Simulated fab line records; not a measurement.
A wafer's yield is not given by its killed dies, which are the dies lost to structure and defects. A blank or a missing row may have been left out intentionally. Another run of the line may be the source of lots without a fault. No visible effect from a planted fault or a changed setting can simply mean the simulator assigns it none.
Comparing a struck lot with a sound one || flow sky130 || 33 out of 708 route steps
Sound: wafers L709.1, L709.2, L709.6. The struck wafers were L715.2, L715.4, L715.6. The cause is named last.
Per side, at each step with rows, come the tool, then ch with its chambers, and then its first start. Under that, the readings that differ: sound wafers || struck wafers || difference of the means || sigmas: that difference in standard deviations of wafers without a fault.
alike: same words and numbers on both sides, and readings whose means sit less than 2 such deviations apart. not compared: any withheld reading, any reading some wafer has no value for, any bound like >300 that may hide the same value, and any number with overlapping values for which the record gives no deviation.
The two part at a step that has a row with sigmas, a row that says differs or no value, or rows on one side only. Non-overlapping numbers with no deviation appear without sigmas and do not part them. A reading that every wafer of one side lacks parts them only if that side has two wafers or more.

first, 1 step without rows for these wafers: SKY_METAL1_DEVELOP_14 (develop time 60 s).
SKY_METAL1_CD_MEAS_15 targets a cd of 140 nm.
  sound on cd-sem-01 at day 33 14:41; struck on cd-sem-02 at day 35 18:15
{"reading": "cd-nm (nm)", "sound": "140.9 140.5 142.5", "struck": "137.6 139.2 138.1", "difference": -3.0, "sigmas": -2}
SKY_METAL1_OVL_MEAS_16:
  sound on overlay-02 at day 33 14:48; struck on overlay-01 at day 35 18:22
  alike: METAL1_OVL
then, 1 step without rows for these wafers: SKY_METAL1_DESCUM_17 (chemistry O2, time 8 s).
SKY_METAL1_ETCH_18: etches BARC in N2/H2, stops on SiO2, time 45.9 s, target depth 60 nm.
  sound on rie-metal-01 ch 0,1, day 33 14:52; struck on rie-metal-04 ch 0,1, day 35 18:25
  alike: drypump-motor-current-A, oes-product-au, rf-fwd-power-W, throttle-valve-pct
  not compared: rf-hours-counter-h
SKY_METAL1_METAL_ETCH_19: etches the open film in Cl2/BCl3, stops on SiO2, target depth 360 nm, time 78 s.
  sound on rie-metal-01 ch 0,1, day 33 14:56; struck on rie-metal-04 ch 0,1, day 35 18:29
  alike: drypump-motor-current-A, oes-product-au, rf-fwd-power-W, throttle-valve-pct
  not compared: rf-hours-counter-h
then, 5 steps without rows for these wafers: SKY_METAL1_STRIP_20 (strips in O2/N2); SKY_METAL1_STRIP_21 (strips in post etch residue remover, time 1200 s); SKY_METAL1_CLEAN_22 (cleans in IPA, time 180 s); SKY_METAL1_CLEAN_23 (cleans in O3/DIW); SKY_VIA1_HDPCVD_00 (deposits SiO2, target thk 1030 nm, time 171.7 s).
SKY_VIA1_THK_MEAS_01:
  sound on film-metro-01 at day 33 15:52; struck on film-metro-04 at day 35 19:19
  alike: VIA1_HDPCVD_THK
SKY_VIA1_CMP_02: polishes SiO2.
  sound on cmp-02 ch 0,2,3, day 33 15:55; struck on cmp-02 ch 2,3, day 35 19:22
  no value came back on the struck wafers for edge-zone-pressure-frac, head-pressure-psi (psi), motor-current-A (A), slurry-filter-dp-kPa (kPa); on the sound wafers edge-zone-pressure-frac reads 0.997 0.999 0.998
{"reading": "model.SiO2_of_VIA1_HDPCVD_00.thk-nm (nm)", "sound": "344.6 344.3 345.8", "struck": "1009 1022 1022", "difference": "+673", "sigmas": ""}
SKY_VIA1_BOW_MEAS_03:
  sound on film-metro-03 at day 33 16:13; struck on film-metro-04 at day 35 19:41
{"reading": "VIA1_BOW (um)", "sound": "84 86 78", "struck": "122 124 115", "difference": "+38", "sigmas": "+5"}
then, 8 steps without rows for these wafers: SKY_VIA1_DEHYDRATE_04 (time 60 s); SKY_VIA1_HMDS_05 (prime time 60 s); SKY_VIA1_COAT_06 (resist thk 60 nm); SKY_VIA1_COAT_07 (resist thk 450 nm); SKY_VIA1_SOFTBAKE_08 (time 90 s); SKY_VIA1_EXPOSE_09 (exposes mask VIM, target cd 150 nm); SKY_VIA1_PEB_10; SKY_VIA1_DEVELOP_11 (develop time 60 s).
SKY_VIA1_CD_MEAS_12 targets a cd of 150 nm.
  sound on cd-sem-01 at day 34 19:12; struck on cd-sem-01 at day 36 22:12
  alike: cd-nm
SKY_VIA1_OVL_MEAS_13:
  sound on overlay-02 at day 34 19:19; struck on overlay-01 at day 36 22:19
  alike: VIA1_OVL
then, 1 step without rows for these wafers: SKY_VIA1_ETCH_14 (etches BARC in N2/H2, stops on SiO2, time 45.9 s, target depth 60 nm).
SKY_VIA1_ETCH_15: etches SiO2 in C4F8/O2/Ar, stops on TiN, target depth 351 nm, time 54 s.
  sound on rie-diel-03 ch 1,3, day 34 19:24; struck on rie-diel-01 ch 0,1,2, day 36 22:23
{"reading": "oes-product-au (a.u.)", "sound": "0.986 0.981 0.988", "struck": "1.659 1.632 1.629", "difference": "+0.655", "sigmas": "+99 or more"}
{"reading": "model.etch.depth-nm (nm)", "sound": "344.6 344.3 345.8", "struck": "360 353.1 353", "difference": "+10", "sigmas": ""}
{"reading": "model.VIA1.feature-depth-nm (nm)", "sound": "344.6 344.3 345.8", "struck": "360 353.1 353", "difference": "+10", "sigmas": ""}
  alike: rf-fwd-power-W
  not compared: rf-hours-counter-h
SKY_VIA1_STRIP_16: strips in O2/N2.
  sound on plasma-asher-04 ch 0,1, day 34 19:27; struck on plasma-asher-04 ch 0, day 36 22:26
{"reading": "oes-product-au (a.u.)", "sound": "0.422 0.422 0.424", "struck": "0.409 0.410 0.415", "difference": -0.011, "sigmas": -2}
  alike: drypump-motor-current-A, strip-time-to-endpoint-s
  not compared: rf-hours-counter-h
then, 3 steps without rows for these wafers: SKY_VIA1_STRIP_17 (strips in post etch residue remover, time 1200 s); SKY_VIA1_CLEAN_18 (cleans in IPA, time 180 s); SKY_VIA1_CLEAN_19 (cleans in O3/DIW).
SKY_VIA1_SPUTTER_20: material TiN, target thk 20 nm, time 80 s.
  sound on pvd-sputter-03 at day 34 20:06; struck on pvd-sputter-03 at day 36 23:22
  alike: throttle-valve-pct
SKY_VIA1_CVD_21: deposits W, target thk 270 nm, time 80.902 s.
  sound on cvd-w-01 ch 0,1, day 34 20:10; struck on cvd-w-02 ch 0,1, day 36 23:26
  alike: heater-power-w
SKY_VIA1_CMP_24: polishes, stops on SiO2, t overpolish 15 s, target thk 0 nm.
  sound on cmp-02 ch 1,3, day 34 20:29; struck on cmp-01 ch 2,3, day 36 23:43
{"reading": "model.SiO2_of_VIA1_HDPCVD_00.thk-nm (nm)", "sound": "341.4 341.1 342.6", "struck": "1006 1019 1019", "difference": "+673", "sigmas": ""}
  alike: edge-zone-pressure-frac, head-pressure-psi, motor-current-A, slurry-filter-dp-kPa

== WHERE THEY PART ==
Earliest at SKY_METAL1_CD_MEAS_15; latest, in this record, at SKY_VIA1_STRIP_16. Later steps at which nothing parts them and some readings are alike: SKY_VIA1_SPUTTER_20, SKY_VIA1_CVD_21, SKY_VIA1_CMP_24.

WHY: what the simulator had put in
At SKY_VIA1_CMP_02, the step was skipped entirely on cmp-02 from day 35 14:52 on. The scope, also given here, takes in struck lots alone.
